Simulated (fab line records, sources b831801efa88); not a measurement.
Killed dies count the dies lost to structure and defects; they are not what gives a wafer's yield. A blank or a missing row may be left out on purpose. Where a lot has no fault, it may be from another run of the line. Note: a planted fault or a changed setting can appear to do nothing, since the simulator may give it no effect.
The tool behind it: which one? ; flow gf180mcu ; 11 lots, 33 wafers sampled, at 5 steps of a route of 602

WHAT THE GAUGES READ, wafer by wafer
GF_M4_RS_MEAS_05: a four-point-probe measurement.
lot;measured;on;M4_ALCU_RS (ohm/sq)
L782;day 23 03:53;filmMetro-04;0.0700 0.0698 0.0694
L783;day 23 11:43;filmMetro-03;0.0691 0.0691 0.0696
L785;day 24 05:11;filmMetro-04;0.0700 0.0711 0.0698
L786;day 24 12:20;filmMetro-01;0.0703 0.0694 0.0704
L788;day 25 08:13;filmMetro-04;0.0701 0.0706 0.0712
L790;day 26 06:49;filmMetro-03;0.0693 0.0701 0.0697
L791;day 26 11:54;filmMetro-04;0.0695 0.0695 0.0691
L792;day 26 19:15;filmMetro-03;0.0699 0.0699 0.0695
L799;day 28 16:38;filmMetro-01;0.0690 0.0700 0.0695
L802;day 29 20:34;filmMetro-04;0.0705 0.0718 0.0703
L803;day 30 03:28;filmMetro-03;0.0702 0.0714 0.0712

GF_M4_THK_MEAS_06: measures by xrf.
lot;measured;on;M4_ALCU_THK (nm)
L782;day 23 03:59;filmMetro-04;446 449 449
L783;day 23 11:49;filmMetro-03;451 451 448
L785;day 24 05:17;filmMetro-04;448 444 452
L786;day 24 12:26;filmMetro-01;440 446 439
L788;day 25 08:19;filmMetro-04;447 445 442
L790;day 26 06:54;filmMetro-03;452 447 451
L791;day 26 12:01;filmMetro-04;450 450 449
L792;day 26 19:22;filmMetro-03;448 451 451
L799;day 28 16:46;filmMetro-01;447 441 406
L802;day 29 20:40;filmMetro-04;449 441 451
L803;day 30 03:35;filmMetro-03;450 440 440

WHAT TOOL EACH LOT RAN ON (gives the tool, then ch and the chambers of the sampled wafers, and finally the start)
lot;GF_V3_ETCH_16;GF_V3_SPUTTER_22;GF_M4_SPUTTER_04
L782;rieDiel-02 ch 0,1,3, day 23 02:17;pvdSputter-03, day 23 03:00;pvdSputter-02, day 23 03:49
L783;rieDiel-01 ch 2,3, day 23 09:57;pvdSputter-02, day 23 10:43;pvdSputter-04, day 23 11:38
L785;rieDiel-01 ch 0,1,3, day 24 03:33;pvdSputter-03, day 24 04:19;pvdSputter-03, day 24 05:07
L786;rieDiel-03 ch 0,1,2, day 24 10:44;pvdSputter-01, day 24 11:27;pvdSputter-02, day 24 12:16
L788;rieDiel-02 ch 1,2, day 25 06:36;pvdSputter-02, day 25 07:19;pvdSputter-03, day 25 08:08
L790;rieDiel-02 ch 0,3, day 26 05:11;pvdSputter-02, day 26 05:54;pvdSputter-04, day 26 06:43
L791;rieDiel-01 ch 1,2, day 26 10:18;pvdSputter-02, day 26 11:03;pvdSputter-03, day 26 11:52
L792;rieDiel-03 ch 1,2,3, day 26 17:41;pvdSputter-01, day 26 18:24;pvdSputter-03, day 26 19:13
L799;rieDiel-01 ch 1,2, day 28 15:02;pvdSputter-02, day 28 15:47;pvdSputter-03, day 28 16:36
L802;rieDiel-02 ch 0,2,3, day 29 18:58;pvdSputter-01, day 29 19:41;pvdSputter-04, day 29 20:30
L803;rieDiel-01 ch 0,1,3, day 30 01:50;pvdSputter-03, day 30 02:37;pvdSputter-02, day 30 03:25
- GF_V3_ETCH_16: etches BARC in N2/H2.
- GF_V3_SPUTTER_22: material TiN, target thk 10 nm, time 40 s.
- GF_M4_SPUTTER_04: material TiN, target thk 50 nm, time 41.7 s.

WHAT THE TOOLS THEMSELVES READ (means of the sampled wafers that have a number; where no wafer has one, the mark that the record gives instead)
GF_V3_ETCH_16.
lot;tool;drypumpMotorCurrentA (A);oesProductAu (a.u.);throttleValvePct (%)
L782;rieDiel-02;6.0;0.854;13.224
L783;rieDiel-01;5.0;0.857;13.230
L785;rieDiel-01;5.8;0.853;13.224
L786;rieDiel-03;5.9;0.851;13.224
L788;rieDiel-02;6.0;0.854;13.225
L790;rieDiel-02;6.4;0.856;13.223
L791;rieDiel-01;5.3;0.856;13.226
L792;rieDiel-03;5.6;0.856;13.220
L799;rieDiel-01;5.2;0.855;13.222
L802;rieDiel-02;6.3;0.859;13.227
L803;rieDiel-01;5.8;0.858;13.233

GF_V3_SPUTTER_22.
lot;tool;throttleValvePct (%)
L782;pvdSputter-03;29.1
L783;pvdSputter-02;29.9
L785;pvdSputter-03;30.5
L786;pvdSputter-01;29.5
L788;pvdSputter-02;30.7
L790;pvdSputter-02;30.1
L791;pvdSputter-02;30.3
L792;pvdSputter-01;29.8
L799;pvdSputter-02;30.6
L802;pvdSputter-01;28.5
L803;pvdSputter-03;30.1

GF_M4_SPUTTER_04.
lot;tool;throttleValvePct (%)
L782;pvdSputter-02;30.8
L783;pvdSputter-04;29.9
L785;pvdSputter-03;30.4
L786;pvdSputter-02;30.7
L788;pvdSputter-03;30.6
L790;pvdSputter-04;30.0
L791;pvdSputter-03;30.2
L792;pvdSputter-03;30.9
L799;pvdSputter-03;30.7
L802;pvdSputter-04;30.0
L803;pvdSputter-02;29.8

THE ANSWER, worked out from the rows above alone
Rule: what is usual is taken from the lots themselves. The widest of any qualifying gaps counts: lots, ordered by their means at a reading, are off when they make up no more than a third of the lots, leave a main group of 4 or more, and stand apart from it by 3 or more times the standard deviation of that group's means. Not used: any main group whose means are identical at the precision the tables above print for the reading. Also off: a lot with no number at a reading for which 4 or more lots have one. Any other lot the step has rows for is counted as sound. Order of review: gauges by route order, followed by the tools' own readings, for which a lot's mean as printed above is used. The first step at which some lot is off is used, and at that step the reading that is off furthest; a lot without a number counts as furthest.
Off: at GF_M4_THK_MEAS_06 (M4_ALCU_THK), L799. Mean 447 nm and standard deviation 2.9 in the main group.
A tool fits if, at a process step before that reading, it ran every lot that is off, and no sound lot after the first of them. Gauges at GF_M4_THK_MEAS_06: tried the same way as those tools. Can't be told from this: 3 tools fit, pvdSputter-02 at GF_V3_SPUTTER_22, pvdSputter-03 at GF_M4_SPUTTER_04, filmMetro-01 at GF_M4_THK_MEAS_06.

WHAT THE SIMULATOR HAD INSERTED
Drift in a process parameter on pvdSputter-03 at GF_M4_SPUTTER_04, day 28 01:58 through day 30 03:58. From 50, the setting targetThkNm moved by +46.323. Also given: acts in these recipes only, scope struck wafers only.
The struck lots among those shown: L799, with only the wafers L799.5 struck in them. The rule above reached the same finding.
